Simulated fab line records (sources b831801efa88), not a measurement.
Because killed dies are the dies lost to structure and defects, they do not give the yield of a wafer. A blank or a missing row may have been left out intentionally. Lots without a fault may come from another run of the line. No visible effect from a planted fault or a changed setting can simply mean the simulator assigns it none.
fab line records + flow sky130
record
- lots=12
- wafers=36
- last_day=50
route steps=708 shown VIA2@519 PAD_OPEN@708
lots that met no fault: from a run of the same line without faults
start_h: hours from the record's opening day to when the first of the lot's shown wafers began + wait_h: how many hours have passed since the lot's step before this one + " unchanged from the row above + L1.1+2: several wafers, shown together as one row + - no value, or no start given + * or withheld: withheld + < > ~ a bound
route shown NAME@n: NAME is a module with steps in the file, n the number in the route of the first one + usual: the fault-free wafers' mean and standard deviation + same: alike in all rows + chamber/n: place in a boat + sites: per-site readings + _std_site: the standard deviation of these + _edge_site: inner sites' mean taken away from outer sites' mean + radius_mm: how far each site lies from the wafer's centre + mask NAME#n: copy n + behind: the last tool/chamber to shape the wafer + hold: the reason the lot was held/the length of the hold in hours/how it ended + device: the n, p or np transistor that did not switch + end of line: the same wafers' tests at the end of the route + where a step has no rows: the recipe by itself + killed: dies lost to structure and defects at the first sort, not the wafer's yield + map: per-die view of a wafer (x killed, . not killed, _ where there is no die)
set.NAME: the setting as run; set.NAME@STEP: as run at that earlier step + model.NAME: the simulator's own value behind a step, which no gauge read
the route's steps for a sample of lots (tables are steps, rows are wafers)
services: when a tool's chamber went out of use (start_h, in hours from the record's first day, below 0 if earlier), for how many hours, and the reason
## steps
# step SKY_VIA2_CD_MEAS_12
# recipe
- target_cd_nm=200
# usual
- cd_nm=199.6/1.5
| lot.wafer | tool      | chamber | start_h | wait_h | cd_nm |
|-----------|-----------|---------|---------|--------|-------|
| L159.1    | cd_sem-02 | -       | 850.35  | -      | 201.7 |
| L159.3    | "         | -       | "       | "      | 201.0 |
| L159.6    | "         | -       | "       | "      | 198.8 |
| L160.3    | cd_sem-01 | -       | 859.13  | -      | 199.2 |
| L160.4    | "         | -       | "       | "      | 199.6 |
| L160.5    | "         | -       | "       | "      | 198.8 |
| L162.1    | cd_sem-01 | -       | 879.44  | -      | 199.2 |
| L162.3    | "         | -       | "       | "      | 199.7 |
| L162.4    | "         | -       | "       | "      | 199.0 |
| L166.2    | cd_sem-01 | -       | 901.02  | -      | 201.6 |
| L166.3    | "         | -       | "       | "      | 200.1 |
| L166.5    | "         | -       | "       | "      | 200.8 |
| L165.1    | cd_sem-01 | -       | 903.94  | -      | 200.5 |
| L165.4    | "         | -       | "       | "      | 200.4 |
| L165.6    | "         | -       | "       | "      | 201.0 |
| L167.2    | cd_sem-01 | -       | 914.81  | -      | 200.2 |
| L167.3    | "         | -       | "       | "      | 199.0 |
| L167.6    | "         | -       | "       | "      | 199.5 |
| L174.4    | cd_sem-01 | -       | 986.65  | -      | 199.9 |
| L174.5    | "         | -       | "       | "      | 199.1 |
| L174.6    | "         | -       | "       | "      | 199.4 |
| L177.2    | cd_sem-02 | -       | 990.11  | -      | 200.3 |
| L177.5    | "         | -       | "       | "      | 198.8 |
| L177.6    | "         | -       | "       | "      | 199.9 |
| L178.3    | cd_sem-02 | -       | 993.65  | -      | 199.7 |
| L178.4    | "         | -       | "       | "      | 201.4 |
| L178.6    | "         | -       | "       | "      | 201.1 |
| L176.3    | cd_sem-01 | -       | 997.23  | -      | 197.1 |
| L176.4    | "         | -       | "       | "      | 196.9 |
| L176.5    | "         | -       | "       | "      | 198.1 |
| L179.1    | cd_sem-01 | -       | 1000.29 | -      | 201.8 |
| L179.4    | "         | -       | "       | "      | 200.3 |
| L179.5    | "         | -       | "       | "      | 201.6 |
| L180.2    | cd_sem-02 | -       | 1008.11 | -      | 203.5 |
| L180.4    | "         | -       | "       | "      | 201.6 |
| L180.5    | "         | -       | "       | "      | 202.1 |
# step SKY_VIA2_ETCH_14
# recipe
- chemistry=N2/H2
- target=BARC
- ion_energy_ev=200
- source_w=500
- bias_w=100
- pressure_mtorr=30
- n2_flow_sccm=100
- h2_flow_sccm=200
- stop_on=SiO2
- time_s=45.9
- target_depth_a=600
# usual
- bias_w=100.0/0.3
- drypump_motor_current_A=5.8/0.47
- h2_flow_sccm=200.0/0.54
- oes_product_au=0.854/0.0044
- throttle_valve_pct=13.224/0.0091
| lot.wafer | tool        | chamber | start_h | wait_h | bias_w | drypump_motor_current_A | h2_flow_sccm | oes_product_au | rf_hours_counter_h | throttle_valve_pct |
|-----------|-------------|---------|---------|--------|--------|-------------------------|--------------|----------------|--------------------|--------------------|
| L159.1    | rie_diel-01 | 3       | 850.51  | 0.0    | 100.2  | 5.6                     | 198.7        | 0.852          | 9                  | 13.234             |
| L159.3    | "           | 0       | "       | "      | 100.3  | 5.9                     | 199.9        | 0.860          | 2                  | 13.214             |
| L159.6    | "           | 3       | "       | "      | 99.7   | 5.6                     | 199.3        | 0.857          | -                  | 13.214             |
| L160.3    | rie_diel-01 | 0       | 859.25  | 0.0    | 100.2  | 5.9                     | 200.3        | 0.861          | 2                  | 13.238             |
| L160.4    | "           | 2       | "       | "      | 99.6   | 6.6                     | 199.8        | 0.846          | 10                 | 13.217             |
| L160.5    | "           | 2       | "       | "      | 100.0  | 6.6                     | 199.5        | 0.853          | -                  | 13.212             |
| L162.1    | rie_diel-01 | 2       | 879.60  | 0.0    | 100.2  | 6.6                     | 198.6        | 0.852          | 11                 | 13.217             |
| L162.3    | "           | 3       | "       | "      | 99.9   | 5.6                     | 199.2        | 0.855          | 10                 | 13.212             |
| L162.4    | "           | 1       | "       | "      | 100.0  | 6.4                     | 199.1        | 0.857          | 17                 | 13.236             |
| L166.2    | rie_diel-03 | 0       | 901.16  | 0.0    | 100.2  | 5.2                     | 199.5        | 0.850          | 26                 | 13.227             |
| L166.3    | "           | 2       | "       | "      | 99.4   | 5.2                     | 200.0        | 0.855          | 8                  | 13.223             |
| L166.5    | "           | 0       | "       | "      | 100.0  | 5.2                     | 199.8        | 0.851          | -                  | 13.223             |
| L165.1    | rie_diel-01 | 0       | 904.10  | 0.0    | 100.0  | 5.9                     | 199.2        | 0.853          | 3                  | 13.224             |
| L165.4    | "           | 1       | "       | "      | 100.6  | 6.4                     | 200.5        | 0.858          | 17                 | 13.223             |
| L165.6    | "           | 3       | "       | "      | 100.0  | 5.6                     | 200.4        | 0.854          | -                  | 13.230             |
| L167.2    | rie_diel-02 | 1       | 914.95  | 0.0    | 99.7   | 6.0                     | 200.4        | 0.854          | 18                 | 13.226             |
| L167.3    | "           | 3       | "       | "      | 99.7   | 5.2                     | 200.4        | 0.853          | 25                 | 13.212             |
| L167.6    | "           | 3       | "       | "      | 100.1  | 5.1                     | 200.2        | 0.856          | -                  | 13.211             |
| L174.4    | rie_diel-01 | 3       | 986.75  | 0.0    | 77.4   | 5.6                     | 200.6        | 0.859          | 13                 | 13.232             |
| L174.5    | "           | 0       | "       | "      | 77.5   | 5.9                     | 199.9        | 0.856          | -                  | 13.235             |
| L174.6    | "           | 3       | "       | "      | 77.6   | 5.6                     | 200.3        | 0.849          | -                  | 13.232             |
| L177.2    | rie_diel-02 | 2       | 990.25  | 0.0    | 100.2  | 5.9                     | 200.4        | 0.854          | 28                 | 13.225             |
| L177.5    | "           | 2       | "       | "      | 100.3  | 5.9                     | 200.1        | 0.849          | -                  | 13.223             |
| L177.6    | "           | 1       | "       | "      | 100.1  | 6.0                     | 200.4        | 0.854          | -                  | 13.231             |
| L178.3    | rie_diel-02 | 1       | 993.76  | 0.0    | 99.9   | 5.9                     | 200.7        | 0.855          | 20                 | 13.212             |
| L178.4    | "           | 0       | "       | "      | 99.5   | 5.9                     | 199.7        | 0.865          | 28                 | 13.223             |
| L178.6    | "           | 2       | "       | "      | 99.6   | 5.9                     | 200.6        | 0.854          | -                  | 13.213             |
| L176.3    | rie_diel-01 | 1       | 997.35  | 0.0    | 77.4   | 6.4                     | 200.6        | 0.857          | 20                 | 13.228             |
| L176.4    | "           | 0       | "       | "      | 77.8   | 5.9                     | 199.6        | 0.854          | 6                  | 13.216             |
| L176.5    | "           | 0       | "       | "      | 77.4   | 5.9                     | 200.5        | 0.855          | -                  | 13.222             |
| L179.1    | rie_diel-02 | 2       | 1000.45 | 0.0    | 99.8   | 5.9                     | 199.7        | 0.851          | 29                 | 13.219             |
| L179.4    | "           | 0       | "       | "      | 99.4   | 6.0                     | 199.6        | 0.849          | 28                 | 13.222             |
| L179.5    | "           | 1       | "       | "      | 99.9   | 6.0                     | 200.4        | 0.857          | -                  | 13.228             |
| L180.2    | rie_diel-03 | 0       | 1008.25 | 0.0    | 100.0  | 5.2                     | 200.1        | 0.848          | 28                 | 13.237             |
| L180.4    | "           | 1       | "       | "      | 100.3  | 5.3                     | 200.4        | 0.852          | 13                 | 13.232             |
| L180.5    | "           | 0       | "       | "      | 100.2  | 5.2                     | 200.2        | 0.860          | -                  | 13.221             |
# step SKY_VIA2_ETCH_15
# recipe
- target=SiO2
- chemistry=C4F8/O2/Ar
- target_depth_nm=546
- stop_on=TiN
- mask_material=KrF-thick
- source_w=1500
- bias_w=1200
- pressure_mtorr=40
- c4f8_flow_sccm=withheld
- O2_flow_sccm=6
- Ar_flow_sccm=300
- time_s=84
# usual
- bias_w=1200/3.7
- oes_product_au=0.939/0.0052
| lot.wafer | tool        | chamber | start_h | wait_h | bias_w | oes_product_au | rf_hours_counter_h |
|-----------|-------------|---------|---------|--------|--------|----------------|--------------------|
| L159.1    | rie_diel-01 | 3       | 850.55  | 0.0    | 1200   | 0.943          | 9                  |
| L159.3    | "           | 0       | "       | "      | 1206   | 0.936          | 2                  |
| L159.6    | "           | 3       | "       | "      | 1199   | 0.936          | -                  |
| L160.3    | rie_diel-01 | 0       | 859.29  | 0.0    | 1206   | 0.939          | 2                  |
| L160.4    | "           | 2       | "       | "      | 1203   | 0.943          | 10                 |
| L160.5    | "           | 2       | "       | "      | 1201   | 0.934          | -                  |
| L162.1    | rie_diel-01 | 2       | 879.64  | 0.0    | 1196   | 0.941          | 11                 |
| L162.3    | "           | 3       | "       | "      | 1206   | 0.934          | 10                 |
| L162.4    | "           | 1       | "       | "      | 1206   | 0.930          | 17                 |
| L166.2    | rie_diel-03 | 0       | 901.20  | 0.0    | 1200   | 0.934          | 26                 |
| L166.3    | "           | 2       | "       | "      | 1193   | 0.944          | 8                  |
| L166.5    | "           | 0       | "       | "      | 1200   | 0.941          | -                  |
| L165.1    | rie_diel-01 | 0       | 904.14  | 0.0    | 1196   | 0.943          | 3                  |
| L165.4    | "           | 1       | "       | "      | 1202   | 0.935          | 17                 |
| L165.6    | "           | 3       | "       | "      | 1201   | 0.939          | -                  |
| L167.2    | rie_diel-02 | 1       | 914.99  | 0.0    | 1198   | 0.938          | 18                 |
| L167.3    | "           | 3       | "       | "      | 1206   | 0.935          | 25                 |
| L167.6    | "           | 3       | "       | "      | 1197   | 0.946          | -                  |
| L174.4    | rie_diel-01 | 3       | 986.79  | 0.0    | 1200   | 0.940          | 13                 |
| L174.5    | "           | 0       | "       | "      | 1194   | 0.946          | -                  |
| L174.6    | "           | 3       | "       | "      | 1201   | 0.938          | -                  |
| L177.2    | rie_diel-02 | 2       | 990.29  | 0.0    | 1199   | 0.942          | 28                 |
| L177.5    | "           | 2       | "       | "      | 1193   | 0.937          | -                  |
| L177.6    | "           | 1       | "       | "      | 1203   | 0.951          | -                  |
| L178.3    | rie_diel-02 | 1       | 993.80  | 0.0    | 1202   | 0.944          | 20                 |
| L178.4    | "           | 0       | "       | "      | 1198   | 0.939          | 28                 |
| L178.6    | "           | 2       | "       | "      | 1202   | 0.938          | -                  |
| L176.3    | rie_diel-01 | 1       | 997.39  | 0.0    | 1201   | 0.934          | 20                 |
| L176.4    | "           | 0       | "       | "      | 1203   | 0.937          | 6                  |
| L176.5    | "           | 0       | "       | "      | 1200   | 0.939          | -                  |
| L179.1    | rie_diel-02 | 2       | 1000.49 | 0.0    | 1202   | 0.935          | 29                 |
| L179.4    | "           | 0       | "       | "      | 1201   | 0.939          | 28                 |
| L179.5    | "           | 1       | "       | "      | 1198   | 0.940          | -                  |
| L180.2    | rie_diel-03 | 0       | 1008.29 | 0.0    | 1194   | 0.947          | 28                 |
| L180.4    | "           | 1       | "       | "      | 1198   | 0.936          | 13                 |
| L180.5    | "           | 0       | "       | "      | 1196   | 0.946          | -                  |
# step SKY_VIA2_RS_MEAS_22
# recipe
- thk_meas_gauge=four-point-probe
- reads=W_of_VIA2_CVD_21+TiN_of_VIA2_SPUTTER_20
# usual
- VIA2_W_RS=0.2747/0.0026
| lot.wafer | tool          | chamber | start_h | wait_h | VIA2_W_RS[ohm/sq] |
|-----------|---------------|---------|---------|--------|-------------------|
| L159.1    | film_metro-03 | -       | 851.55  | 0.2    | 0.2796            |
| L159.3    | "             | -       | "       | "      | 0.2770            |
| L159.6    | "             | -       | "       | "      | 0.2796            |
| L160.3    | film_metro-01 | -       | 860.27  | 0.2    | 0.2732            |
| L160.4    | "             | -       | "       | "      | 0.2746            |
| L160.5    | "             | -       | "       | "      | 0.2729            |
| L162.1    | film_metro-04 | -       | 880.52  | 0.1    | 0.2757            |
| L162.3    | "             | -       | "       | "      | 0.2759            |
| L162.4    | "             | -       | "       | "      | 0.2782            |
| L166.2    | film_metro-01 | -       | 902.08  | 0.1    | 0.2751            |
| L166.3    | "             | -       | "       | "      | 0.2725            |
| L166.5    | "             | -       | "       | "      | 0.2740            |
| L165.1    | film_metro-04 | -       | 905.05  | 0.1    | 0.2762            |
| L165.4    | "             | -       | "       | "      | 0.2768            |
| L165.6    | "             | -       | "       | "      | 0.2745            |
| L167.2    | film_metro-04 | -       | 915.86  | 0.1    | 0.2738            |
| L167.3    | "             | -       | "       | "      | 0.2760            |
| L167.6    | "             | -       | "       | "      | 0.2732            |
| L174.4    | film_metro-04 | -       | 987.74  | 0.1    | 0.2733            |
| L174.5    | "             | -       | "       | "      | 0.2702            |
| L174.6    | "             | -       | "       | "      | 0.2722            |
| L177.2    | film_metro-04 | -       | 991.20  | 0.1    | 0.2785            |
| L177.5    | "             | -       | "       | "      | 0.2811            |
| L177.6    | "             | -       | "       | "      | 0.2751            |
| L178.3    | film_metro-03 | -       | 994.69  | 0.1    | 0.2760            |
| L178.4    | "             | -       | "       | "      | 0.2772            |
| L178.6    | "             | -       | "       | "      | 0.2733            |
| L176.3    | film_metro-01 | -       | 998.28  | 0.1    | 0.2774            |
| L176.4    | "             | -       | "       | "      | 0.2737            |
| L176.5    | "             | -       | "       | "      | 0.2750            |
| L179.1    | film_metro-01 | -       | 1001.34 | 0.1    | 0.2702            |
| L179.4    | "             | -       | "       | "      | 0.2720            |
| L179.5    | "             | -       | "       | "      | 0.2720            |
| L180.2    | film_metro-01 | -       | 1009.19 | 0.1    | 0.2711            |
| L180.4    | "             | -       | "       | "      | 0.2743            |
| L180.5    | "             | -       | "       | "      | 0.2700            |
# step SKY_PAD_OPEN_PROBE_99
# usual
- defect_limited_yield=82.6/1.8
- killed_at_M0_to_M3=44/6.9
- killed_at_M4_up=3.2/1.8
- killed_at_contacts=23/5.2
- killed_at_front_end=15/4.5
- killed_at_other=0.3/0.56
- killed_dies=85/8.8
- killed_open=47/6.7
- killed_short=39/6.4
- sort_bin_3_pad_short=0.8/0.4
- sort_bin_5_function=10.2/1.3
- sort_bin_6_memory=6.4/1.1
- sort_n_pass=407/8.8
- sort_yield_pct=82.6/1.8
# same
- gross_dies=492
- killed_at_back_side=0
- sort_bin_4_leakage[%]=0
- sort_bin_8_speed[%]=0
| lot.wafer | tool      | chamber | start_h | wait_h | defect_limited_yield[%] | killed_at_M0_to_M3 | killed_at_M4_up | killed_at_contacts | killed_at_front_end | killed_at_other | killed_dies | killed_open | killed_short | sort_bin_3_pad_short[%] | sort_bin_5_function[%] | sort_bin_6_memory[%] | sort_n_pass | sort_yield_pct[%] |
|-----------|-----------|---------|---------|--------|-------------------------|--------------------|-----------------|--------------------|---------------------|-----------------|-------------|-------------|--------------|-------------------------|------------------------|----------------------|-------------|-------------------|
| L166.2    | prober-01 | -       | 1117.35 | 0.1    | 81.9                    | 48                 | 2               | 22                 | 16                  | 1               | 89          | 52          | 37           | 0.6                     | 11.0                   | 6.5                  | 403         | 81.9              |
| L166.3    | prober-01 | -       | 1117.40 | 0.2    | 83.9                    | 36                 | 3               | 31                 | 9                   | 0               | 79          | 48          | 31           | 0.8                     | 8.9                    | 6.3                  | 413         | 83.9              |
| L166.5    | prober-01 | -       | 1117.50 | 0.2    | 83.3                    | 34                 | 1               | 30                 | 16                  | 1               | 82          | 45          | 37           | 0.4                     | 10.4                   | 5.9                  | 410         | 83.3              |
| L165.1    | prober-02 | -       | 1119.52 | 0.1    | 82.5                    | 42                 | 4               | 21                 | 19                  | 0               | 86          | 51          | 35           | 0.6                     | 11.4                   | 5.5                  | 406         | 82.5              |
| L165.4    | prober-02 | -       | 1119.67 | 0.2    | 83.7                    | 49                 | 2               | 20                 | 9                   | 0               | 80          | 44          | 36           | 1.0                     | 7.9                    | 7.3                  | 412         | 83.7              |
| L165.6    | prober-02 | -       | 1119.77 | 0.2    | 80.9                    | 47                 | 2               | 28                 | 16                  | 1               | 94          | 55          | 39           | 1.4                     | 11.0                   | 6.7                  | 398         | 80.9              |
| L167.2    | prober-01 | -       | 1128.95 | 0.1    | 83.5                    | 42                 | 4               | 22                 | 13                  | 0               | 81          | 44          | 37           | 0.8                     | 9.3                    | 6.3                  | 411         | 83.5              |
| L167.3    | prober-01 | -       | 1129.00 | 0.2    | 83.3                    | 41                 | 4               | 22                 | 15                  | 0               | 82          | 44          | 38           | 0.8                     | 9.1                    | 6.7                  | 410         | 83.3              |
| L167.6    | prober-01 | -       | 1129.15 | 0.2    | 83.7                    | 48                 | 2               | 17                 | 13                  | 0               | 80          | 44          | 36           | 0.4                     | 8.1                    | 7.7                  | 412         | 83.7              |
| L178.3    | prober-01 | -       | 1185.93 | 0.2    | 79.9                    | 48                 | 3               | 29                 | 19                  | 0               | 99          | 58          | 41           | 1.0                     | 11.2                   | 7.9                  | 393         | 79.9              |
| L178.4    | prober-01 | -       | 1185.98 | 0.2    | 80.7                    | 48                 | 2               | 25                 | 19                  | 1               | 95          | 49          | 46           | 0.4                     | 10.8                   | 8.1                  | 397         | 80.7              |
| L178.6    | prober-01 | -       | 1186.08 | 0.2    | 80.7                    | 45                 | 7               | 27                 | 16                  | 0               | 95          | 55          | 40           | 1.2                     | 11.0                   | 7.1                  | 397         | 80.7              |
| L180.2    | prober-02 | -       | 1197.46 | 0.1    | 83.7                    | 42                 | 3               | 21                 | 14                  | 0               | 80          | 45          | 35           | 1.6                     | 9.3                    | 5.3                  | 412         | 83.7              |
| L180.4    | prober-02 | -       | 1197.56 | 0.2    | 82.7                    | 47                 | 5               | 20                 | 13                  | 0               | 85          | 48          | 37           | 0.4                     | 11.2                   | 5.7                  | 407         | 82.7              |
| L180.5    | prober-02 | -       | 1197.61 | 0.2    | 82.9                    | 49                 | 3               | 20                 | 12                  | 0               | 84          | 53          | 31           | 0.6                     | 10.4                   | 6.1                  | 408         | 82.9              |
# killed by level:class
L166.2 VIA1:geometric_particle:open=10 CONTACT:geometric_particle:open=9 VIA2:geometric_particle:open=8 LI_CONTACT:geometric_particle:open=7 METAL1:geometric_particle:short=6 POLY_GATE:geometric_particle:open=5 METAL3:geometric_particle:short=5 FIELD_ISO:geometric_particle:open=4
L166.3 CONTACT:geometric_particle:open=14 VIA1:geometric_particle:open=9 LI_CONTACT:geometric_particle:open=7 VIA2:geometric_particle:open=6 METAL3:geometric_particle:short=6 VIA3:geometric_particle:open=5 METAL1:geometric_particle:short=5 FIELD_ISO:geometric_particle:short=4
L166.5 VIA1:geometric_particle:open=10 LI_CONTACT:geometric_particle:open=9 CONTACT:geometric_particle:open=8 FIELD_ISO:geometric_particle:short=6 POLY_GATE:geometric_particle:open=5 CONTACT:geometric_particle:short=5 VIA3:geometric_particle:open=5 LI_CONTACT:geometric_particle:short=4
L165.1 VIA1:geometric_particle:open=11 CONTACT:geometric_particle:open=11 VIA3:geometric_particle:open=7 VIA1:geometric_particle:short=7 POLY_GATE:geometric_particle:short=5 VIA2:geometric_particle:open=5 FIELD_ISO:geometric_particle:open=4 POLY_GATE:geometric_particle:open=4
L165.4 CONTACT:geometric_particle:open=12 VIA2:geometric_particle:open=9 METAL2:geometric_particle:short=8 METAL3:geometric_particle:short=6 VIA3:geometric_particle:open=6 VIA1:geometric_particle:open=5 VIA1:geometric_particle:short=4 FIELD_ISO:geometric_particle:open=3
L165.6 CONTACT:geometric_particle:open=11 VIA1:geometric_particle:open=9 VIA2:geometric_particle:open=9 VIA1:geometric_particle:short=8 CONTACT:geometric_particle:short=7 FIELD_ISO:geometric_particle:short=6 VIA3:geometric_particle:open=6 POLY_GATE:geometric_particle:open=5
L167.2 VIA1:geometric_particle:open=16 LI_CONTACT:geometric_particle:open=8 LI_CONTACT:geometric_particle:short=6 VIA1:geometric_particle:short=5 VIA3:geometric_particle:open=5 VIA2:geometric_particle:open=4 FIELD_ISO:geometric_particle:open=3 FIELD_ISO:geometric_particle:short=3
L167.3 CONTACT:geometric_particle:open=10 VIA1:geometric_particle:open=9 LI_CONTACT:geometric_particle:open=7 POLY_GATE:geometric_particle:open=6 VIA1:geometric_particle:short=6 METAL1:geometric_particle:short=4 VIA2:geometric_particle:short=4 VIA2:geometric_particle:open=4
L167.6 VIA1:geometric_particle:open=11 VIA3:geometric_particle:open=8 LI_CONTACT:geometric_particle:open=7 METAL2:geometric_particle:short=7 VIA2:geometric_particle:open=7 POLY_GATE:geometric_particle:short=6 METAL1:geometric_particle:short=6 VIA1:geometric_particle:short=4
L178.3 CONTACT:geometric_particle:open=13 VIA2:geometric_particle:open=9 POLY_GATE:geometric_particle:open=7 LOCAL_INTERCONNECT:geometric_particle:short=7 VIA3:geometric_particle:open=7 METAL3:geometric_particle:short=7 VIA1:geometric_particle:open=6 POLY_GATE:geometric_particle:short=4
L178.4 VIA2:geometric_particle:open=10 VIA1:geometric_particle:open=7 METAL1:geometric_particle:short=7 VIA3:geometric_particle:open=7 LI_CONTACT:geometric_particle:open=6 CONTACT:geometric_particle:open=6 FIELD_ISO:geometric_particle:short=5 POLY_GATE:geometric_particle:open=5
L178.6 VIA2:geometric_particle:open=13 VIA1:geometric_particle:open=12 CONTACT:geometric_particle:open=9 LOCAL_INTERCONNECT:geometric_particle:short=8 CONTACT:geometric_particle:short=6 VIA3:geometric_particle:open=6 FIELD_ISO:geometric_particle:open=4 FIELD_ISO:geometric_particle:short=4
L180.2 VIA1:geometric_particle:open=13 FIELD_ISO:geometric_particle:short=6 CONTACT:geometric_particle:open=6 VIA3:geometric_particle:open=6 LI_CONTACT:geometric_particle:open=5 VIA2:geometric_particle:open=5 POLY_GATE:geometric_particle:short=4 POLY_GATE:geometric_particle:open=3
L180.4 VIA1:geometric_particle:open=9 LI_CONTACT:geometric_particle:open=8 VIA2:geometric_particle:open=7 METAL2:geometric_particle:short=6 VIA1:geometric_particle:short=6 CONTACT:geometric_particle:open=5 METAL1:geometric_particle:short=4 VIA3:geometric_particle:open=4
L180.5 VIA1:geometric_particle:open=10 VIA2:geometric_particle:open=10 VIA3:geometric_particle:open=9 CONTACT:geometric_particle:open=7 LI_CONTACT:geometric_particle:open=5 POLY_GATE:geometric_particle:short=4 CONTACT:geometric_particle:short=4 METAL1:geometric_particle:short=4
## services
| tool        | chamber | start_h | hours | kind   |
|-------------|---------|---------|-------|--------|
| rie_diel-03 | 3       | 835.57  | 7.0   | repair |
| rie_diel-02 | -       | 884.57  | 0.9   | repair |
| rie_diel-03 | -       | 917.19  | 15.6  | repair |
| rie_diel-02 | 1       | 927.61  | 12.6  | repair |
| rie_diel-03 | -       | 974.42  | 0.4   | repair |
| rie_diel-03 | 3       | 979.72  | 1.9   | repair |
| rie_diel-02 | 0       | 980.70  | 2.6   | repair |
| rie_diel-01 | 1       | 991.54  | 3.7   | repair |
## key
first_sign
- step=SKY_VIA2_ETCH_14
- reading=bias_w
- direction=down
- sigmas=74
- usual=100.0
- struck=77.5
effect none on later readings
met_at SKY_VIA2_ETCH_14
struck_lots L174,L176
not_acting_at SKY_VIA2_CD_MEAS_12,SKY_VIA2_ETCH_15,SKY_VIA2_RS_MEAS_22
onset_between 904.10 986.75
fault
- kind=process_parameter_drift
- tool=rie_diel-01
- chamber=-
- onset_h=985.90
- steps=SKY_VIA2_ETCH_14
- channel=bias_w
- offset=-22.74
- shape=step
- end_h=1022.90
- acts_in=these_recipes_only
- stated=100
